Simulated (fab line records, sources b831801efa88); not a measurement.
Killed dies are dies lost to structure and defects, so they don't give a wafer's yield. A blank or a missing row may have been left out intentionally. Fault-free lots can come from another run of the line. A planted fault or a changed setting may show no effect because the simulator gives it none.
Which tool was responsible? :: flow gf180mcu :: Sampling: 14 lots, 42 wafers, 4 of 602 route steps

WHAT THE GAUGES READ, wafer by wafer
GF_VT_IMPLANT_TW_MEAS_32. Usual: VT_IMPLANT_3_TW gives 268.9 (standard deviation 2.1).
lot: L115
measured: day 7 04:09
on: film_metro-04
VT_IMPLANT_3_TW: 270.2 266.7 269.5
flag: 

lot: L116
measured: day 7 07:48
on: film_metro-04
VT_IMPLANT_3_TW: 269.6 268.9 268.8
flag: 

lot: L117
measured: day 7 12:53
on: film_metro-02
VT_IMPLANT_3_TW: 265.5 265.7 265.2
flag: 

lot: L119
measured: day 7 23:12
on: film_metro-02
VT_IMPLANT_3_TW: 266.7 266.7 266.0
flag: 

lot: L118
measured: day 8 00:50
on: film_metro-04
VT_IMPLANT_3_TW: 269.8 269.6 268.6
flag: 

lot: L121
measured: day 8 12:55
on: film_metro-04
VT_IMPLANT_3_TW: 269.9 269.5 270.2
flag: 

lot: L122
measured: day 8 21:21
on: film_metro-04
VT_IMPLANT_3_TW: 270.2 270.2 271.2
flag: 

lot: L123
measured: day 8 23:19
on: film_metro-02
VT_IMPLANT_3_TW: 267.3 268.1 267.1
flag: 

lot: L124
measured: day 9 08:54
on: film_metro-04
VT_IMPLANT_3_TW: 267.2 265.3 267.9
flag: 

lot: L126
measured: day 9 21:49
on: film_metro-02
VT_IMPLANT_3_TW: 265.1 266.0 267.1
flag: 

lot: L127
measured: day 10 05:52
on: film_metro-02
VT_IMPLANT_3_TW: 267.4 266.4 266.4
flag: 

lot: L129
measured: day 10 17:45
on: film_metro-04
VT_IMPLANT_3_TW: 267.4 268.1 268.8
flag: 

lot: L130
measured: day 11 02:22
on: film_metro-03
VT_IMPLANT_3_TW: 271.7 270.9 271.1
flag: 

lot: L131
measured: day 11 07:41
on: film_metro-02
VT_IMPLANT_3_TW: 267.3 268.2 268.5
flag: 

GF_PSD_RS_MEAS_14: measures by four-point-probe. Usual: NSD_RS gives 46.14 ohm/sq (standard deviation 0.082).
lot: L115
measured: day 14 11:10
on: film_metro-02
NSD_RS (ohm/sq): 46.25 46.15 46.07
flag: 

lot: L116
measured: day 14 21:41
on: film_metro-04
NSD_RS (ohm/sq): 46.20 46.10 46.20
flag: 

lot: L117
measured: day 15 00:50
on: film_metro-04
NSD_RS (ohm/sq): 46.10 46.08 46.14
flag: 

lot: L119
measured: day 15 14:42
on: film_metro-03
NSD_RS (ohm/sq): 46.27 46.26 46.27
flag: 

lot: L118
measured: day 15 17:25
on: film_metro-04
NSD_RS (ohm/sq): 46.15 46.16 45.99
flag: 

lot: L121
measured: day 16 08:58
on: film_metro-04
NSD_RS (ohm/sq): 46.09 46.11 46.14
flag: 

lot: L122
measured: day 16 20:02
on: film_metro-04
NSD_RS (ohm/sq): 46.36 46.26 46.31
flag: 

lot: L123
measured: day 16 21:18
on: film_metro-04
NSD_RS (ohm/sq): 46.19 46.24 46.23
flag: 

lot: L124
measured: day 17 10:04
on: film_metro-02
NSD_RS (ohm/sq): 46.27 46.01 46.08
flag: 

lot: L126
measured: day 18 02:09
on: film_metro-04
NSD_RS (ohm/sq): 46.01 46.05 46.09
flag: 

lot: L127
measured: day 18 13:14
on: film_metro-02
NSD_RS (ohm/sq): 46.15 46.23 46.12
flag: 

lot: L129
measured: day 19 05:41
on: film_metro-02
NSD_RS (ohm/sq): 46.18 46.29 46.28
flag: 

lot: L130
measured: day 19 17:38
on: film_metro-02
NSD_RS (ohm/sq): 46.29 46.13 46.21
flag: 

lot: L131
measured: day 19 21:54
on: film_metro-04
NSD_RS (ohm/sq): 46.23 46.04 46.01
flag: 

GF_SALICIDE_RS_MEAS_04: measures by four-point-probe. Usual: SALICIDE_TIN_RS gives 16.12 ohm/sq (standard deviation 0.26).
lot: L115
measured: day 15 09:05
on: film_metro-04
SALICIDE_TIN_RS (ohm/sq): 16.43 16.05 16.42
flag: 

lot: L116
measured: day 15 19:20
on: film_metro-04
SALICIDE_TIN_RS (ohm/sq): 16.41 16.56 16.59
flag: 

lot: L117
measured: day 15 23:08
on: film_metro-04
SALICIDE_TIN_RS (ohm/sq): 15.91 15.89 15.95
flag: 

lot: L119
measured: day 16 13:31
on: film_metro-02
SALICIDE_TIN_RS (ohm/sq): 16.11 16.16 16.02
flag: 

lot: L118
measured: day 16 16:16
on: film_metro-01
SALICIDE_TIN_RS (ohm/sq): 16.15 16.15 16.51
flag: 

lot: L121
measured: day 17 08:18
on: film_metro-01
SALICIDE_TIN_RS (ohm/sq): 15.64 15.79 15.67
flag: 

lot: L122
measured: day 17 19:16
on: film_metro-02
SALICIDE_TIN_RS (ohm/sq): 16.18 16.12 16.06
flag: 

lot: L123
measured: day 17 20:33
on: film_metro-01
SALICIDE_TIN_RS (ohm/sq): 16.39 16.20 16.62
flag: 

lot: L124
measured: day 18 08:55
on: film_metro-04
SALICIDE_TIN_RS (ohm/sq): 16.39 16.64 16.47
flag: 

lot: L126
measured: day 19 02:29
on: film_metro-04
SALICIDE_TIN_RS (ohm/sq): 16.13 16.22 16.09
flag: 

lot: L127
measured: day 19 13:26
on: film_metro-01
SALICIDE_TIN_RS (ohm/sq): 16.14 16.12 15.97
flag: 

lot: L129
measured: day 20 06:52
on: film_metro-02
SALICIDE_TIN_RS (ohm/sq): 16.13 16.57 16.44
flag: 

lot: L130
measured: day 20 17:34
on: film_metro-02
SALICIDE_TIN_RS (ohm/sq): 15.82 15.69 16.10
flag: 

lot: L131
measured: day 20 22:56
on: film_metro-02
SALICIDE_TIN_RS (ohm/sq): 15.80 15.78 15.86
flag: 

TOOL THAT RAN EACH LOT (tool first, then ch and the chambers of the sampled wafers, then the start)
lot: L115
GF_STI_CMP_25: cmp-02 ch 1,2,3, day 2 09:10

lot: L116
GF_STI_CMP_25: cmp-02 ch 0,2,3, day 2 12:02

lot: L117
GF_STI_CMP_25: cmp-01 ch 0,1,3, day 2 17:38

lot: L119
GF_STI_CMP_25: cmp-02 ch 0,1,2, day 3 01:29

lot: L118
GF_STI_CMP_25: cmp-01 ch 1,2,3, day 3 01:44

lot: L121
GF_STI_CMP_25: cmp-02 ch 0,1,3, day 3 10:59

lot: L122
GF_STI_CMP_25: cmp-02 ch 1,2,3, day 3 18:35

lot: L123
GF_STI_CMP_25: cmp-01 ch 0,3, day 3 20:56

lot: L124
GF_STI_CMP_25: cmp-01 ch 0,3, day 4 02:19

lot: L126
GF_STI_CMP_25: cmp-01 ch 2,3, day 4 12:04

lot: L127
GF_STI_CMP_25: cmp-02 ch 0,1,3, day 4 17:29

lot: L129
GF_STI_CMP_25: cmp-02 ch 0,1,2, day 5 03:59

lot: L130
GF_STI_CMP_25: cmp-01 ch 0,2,3, day 5 09:56

lot: L131
GF_STI_CMP_25: cmp-02 ch 0,1,2, day 5 14:46
- GF_STI_CMP_25: polishes, stops on Si3N4, t overpolish 33 s, target thk 524.6 nm.

AS READ BY THE TOOLS THEMSELVES (means over the sampled wafers that have a number; for cases with no such wafer, the mark the record gives instead)
GF_STI_CMP_25. Usual: motor_current_A 12.6 A, standard deviation 1.8; overpolish_run_s 33.000 s, standard deviation 0.0093; retaining_ring_pressure_frac 1.000, standard deviation 0.005; time_to_endpoint_s 127 s, standard deviation 5.8.
lot: L115
tool: cmp-02
motor_current_A (A): 13.0
overpolish_run_s (s): 33.000
retaining_ring_pressure_frac: 0.999
time_to_endpoint_s (s): 124
flag: 

lot: L116
tool: cmp-02
motor_current_A (A): 11.5
overpolish_run_s (s): 32.998
retaining_ring_pressure_frac: 1.000
time_to_endpoint_s (s): 127
flag: 

lot: L117
tool: cmp-01
motor_current_A (A): 14.2
overpolish_run_s (s): 32.996
retaining_ring_pressure_frac: 1.000
time_to_endpoint_s (s): 125
flag: 

lot: L119
tool: cmp-02
motor_current_A (A): 11.4
overpolish_run_s (s): 32.998
retaining_ring_pressure_frac: 0.994
time_to_endpoint_s (s): 129
flag: 

lot: L118
tool: cmp-01
motor_current_A (A): 14.0
overpolish_run_s (s): 33.006
retaining_ring_pressure_frac: 1.001
time_to_endpoint_s (s): 123
flag: 

lot: L121
tool: cmp-02
motor_current_A (A): 11.2
overpolish_run_s (s): 33.000
retaining_ring_pressure_frac: 0.999
time_to_endpoint_s (s): 128
flag: 

lot: L122
tool: cmp-02
motor_current_A (A): 12.5
overpolish_run_s (s): 32.995
retaining_ring_pressure_frac: 0.994
time_to_endpoint_s (s): 125
flag: 

lot: L123
tool: cmp-01
motor_current_A (A): 12.9
overpolish_run_s (s): 32.996
retaining_ring_pressure_frac: 1.004
time_to_endpoint_s (s): 131
flag: 

lot: L124
tool: cmp-01
motor_current_A (A): 13.6
overpolish_run_s (s): 33.005
retaining_ring_pressure_frac: 0.997
time_to_endpoint_s (s): 127
flag: 

lot: L126
tool: cmp-01
motor_current_A (A): 12.5
overpolish_run_s (s): 33.009
retaining_ring_pressure_frac: 0.999
time_to_endpoint_s (s): 119
flag: 

lot: L127
tool: cmp-02
motor_current_A (A): 11.5
overpolish_run_s (s): 33.009
retaining_ring_pressure_frac: 1.005
time_to_endpoint_s (s): 128
flag: 

lot: L129
tool: cmp-02
motor_current_A (A): 11.4
overpolish_run_s (s): 33.915
retaining_ring_pressure_frac: 1.002
time_to_endpoint_s (s): 128
flag: OFF

lot: L130
tool: cmp-01
motor_current_A (A): 13.2
overpolish_run_s (s): 32.991
retaining_ring_pressure_frac: 1.001
time_to_endpoint_s (s): 116
flag: 

lot: L131
tool: cmp-02
motor_current_A (A): 11.7
overpolish_run_s (s): 33.917
retaining_ring_pressure_frac: 1.003
time_to_endpoint_s (s): 132
flag: OFF

THE ANSWER, worked out from the rows above alone
Rule: take the mean of a lot's wafers that have a number; if it is more than 3 standard deviations from the usual mean, the lot is off. Also off: a lot with no number at a reading for which 4 or more lots have one. Any other lot the step has rows for is counted as sound. Order of review: gauges by route order, followed by the tools' own readings, for which a lot's mean as printed above is used. At the first step where some lot is off, the reading lying furthest off is the one used; lots without a number count as furthest.
Off, at GF_STI_CMP_25 on overpolish_run_s: L129, L131.
If a tool, at that step or one of the process steps before it, ran each lot that is off and ran no sound lot following the first of them, it fits. One candidate fits, namely cmp-02 at GF_STI_CMP_25. A fault onset in the window from L127 (day 4 17:29, its last sound lot) to L129 (day 5 03:59, its first lot off) fits.
The tool's own readings at GF_STI_CMP_25 bear it out: on the lots that are off they differ by more than 5 times the standard deviation of the sound lots' means. overpolish_run_s reads 33.916 s there against 33.000 s on the sound lots.

WHAT THE SIMULATOR HAD INSERTED
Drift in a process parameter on cmp-02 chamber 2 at GF_STI_CMP_25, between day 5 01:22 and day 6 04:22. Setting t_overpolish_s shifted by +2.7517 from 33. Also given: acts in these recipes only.
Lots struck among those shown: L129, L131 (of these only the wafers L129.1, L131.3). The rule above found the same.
